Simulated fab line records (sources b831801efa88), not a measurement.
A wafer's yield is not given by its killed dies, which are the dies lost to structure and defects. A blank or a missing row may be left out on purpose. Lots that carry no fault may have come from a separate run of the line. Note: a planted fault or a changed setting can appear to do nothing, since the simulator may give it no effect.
Comparing a struck lot with a sound one :: flow sky130 :: 17 out of 708 route steps
Sound: wafers L900.1, L900.2, L900.5. Wafers struck: L905.2, L905.3, L905.6. At the end, the cause is stated.
At each step with rows: each side's tool, then ch and its chambers, then its first start. Under that, the readings that differ: sound wafers :: struck wafers :: difference of the means :: sigmas: that difference in standard deviations of wafers without a fault.
alike: same words and numbers on both sides, and readings whose means sit less than 2 such deviations apart. not compared: any withheld reading, any reading some wafer has no value for, any bound like >300 that may hide the same value, and any number with overlapping values for which the record gives no deviation.
The two part at a step that has a row with sigmas, a row that says differs or no value, or rows on one side only. Non-overlapping numbers with no deviation appear without sigmas and do not part them. A reading that every wafer of one side lacks parts them only if that side has two wafers or more.

first, 9 steps without rows for these wafers: SKY_CAPM_CLEAN_17 (cleans in O3/DIW); SKY_METAL3_DEHYDRATE_05 (time 60 s); SKY_METAL3_HMDS_06 (prime time 60 s); SKY_METAL3_COAT_07 (resist thk 60 nm); SKY_METAL3_COAT_08 (resist thk 1140 nm); SKY_METAL3_SOFTBAKE_09 (time 90 s); SKY_METAL3_EXPOSE_10 (exposes mask MM3, target cd 300 nm); SKY_METAL3_PEB_11; SKY_METAL3_DEVELOP_12 (develop time 60 s).
SKY_METAL3_CD_MEAS_13: target cd 300 nm.
  sound on cdSem-02, day 39 12:14; struck on cdSem-02, day 41 05:51
  alike: cdNm
SKY_METAL3_OVL_MEAS_14:
  sound on overlay-02, day 39 12:21; struck on overlay-01, day 41 05:58
  alike: METAL3_OVL
SKY_METAL3_DESCUM_15: chemistry O2, time 8 s.
  sound on rieMetal-04 ch 0,1, day 39 12:23; struck on rieMetal-01 ch 0,1, day 41 05:59
reading: oesProductAu (a.u.)
sound: 0.985 0.989 0.978
struck: 1.021 1.016 1.003
difference: +0.029
sigmas: +3
  alike: drypumpMotorCurrentA
  not compared: rfHoursCounterH
SKY_METAL3_ETCH_16: etches BARC in N2/H2, stops on SiO2, time 88.2 s, target depth 60 nm.
  sound on rieMetal-04 ch 0,1, day 39 12:25; struck on rieMetal-01 ch 0,1, day 41 06:01
  no value came back on the struck wafers for any of 5 readings (biasW (W), chamberPressureMTorr (mTorr) and others); on the sound wafers biasW (W) reads 100.02 99.91 100.03
reading: model.KrF-thick_of_METAL3_COAT_08.thkNm (nm)
sound: 1077 1079 1078
struck: 1131 1133 1128
difference: +53
sigmas: 
  not compared: rfHoursCounterH
SKY_METAL3_ETCH_17: etches SiO2 in C4F8/O2/Ar, stops on TiN, time 3.9 s, target depth 15 nm.
  sound on rieDiel-03 ch 1,2,3, day 39 12:31; struck on rieDiel-01 ch 0,1,3, day 41 06:07
reading: oesProductAu (a.u.)
sound: 0.746 0.723 0.761
struck: 0.371 0.382 0.376
difference: -0.367
sigmas: -39
  alike: biasW, chamberPressureMTorr
  not compared: rfHoursCounterH
SKY_METAL3_METAL_ETCH_18: etches the open film in Cl2/BCl3, stops on SiO2, target depth 845 nm, time 183.1 s.
  sound on rieMetal-03 ch 0,1, day 39 12:32; struck on rieMetal-03 ch 0,1, day 41 06:08
reading: bcl3FlowSccm (sccm)
sound: 29.99 30.11 30.05
struck: 29.74 29.91 29.86
difference: -0.21
sigmas: -2

reading: biasW (W)
sound: 48.41 48.45 48.20
struck: 48.62 48.65 48.64
difference: +0.28
sigmas: +2

reading: oesProductAu (a.u.)
sound: 0.864 0.867 0.863
struck: 0.374 0.378 0.377
difference: -0.488
sigmas: -65

reading: model.KrF-thick_of_METAL3_COAT_08.thkNm (nm)
sound: 527.3 530.9 525
struck: 580.2 579 575.7
difference: +50.6
sigmas: 
  alike: drypumpMotorCurrentA, throttleValvePct
  not compared: rfHoursCounterH
SKY_METAL3_STRIP_19: strips in O2/N2.
  sound on plasmaAsher-01 ch 0,1, day 39 12:43; struck on plasmaAsher-02 ch 0,1, day 41 06:19
reading: oesProductAu (a.u.)
sound: 0.499 0.509 0.501
struck: 0.523 0.532 0.524
difference: +0.023
sigmas: +4

reading: stripTimeToEndpointS (s)
sound: 6.55 6.58 6.50
struck: 7.07 7.06 7.01
difference: +0.50
sigmas: +7
  alike: drypumpMotorCurrentA
  not compared: rfHoursCounterH
then, 1 step without rows for these wafers: SKY_METAL3_STRIP_20 (strips in post etch residue remover, time 1200 s).

## WHERE THEY PART
Earliest at SKY_METAL3_DESCUM_15; latest, in this record, at SKY_METAL3_STRIP_19.

WHY: what had been put in by the simulator
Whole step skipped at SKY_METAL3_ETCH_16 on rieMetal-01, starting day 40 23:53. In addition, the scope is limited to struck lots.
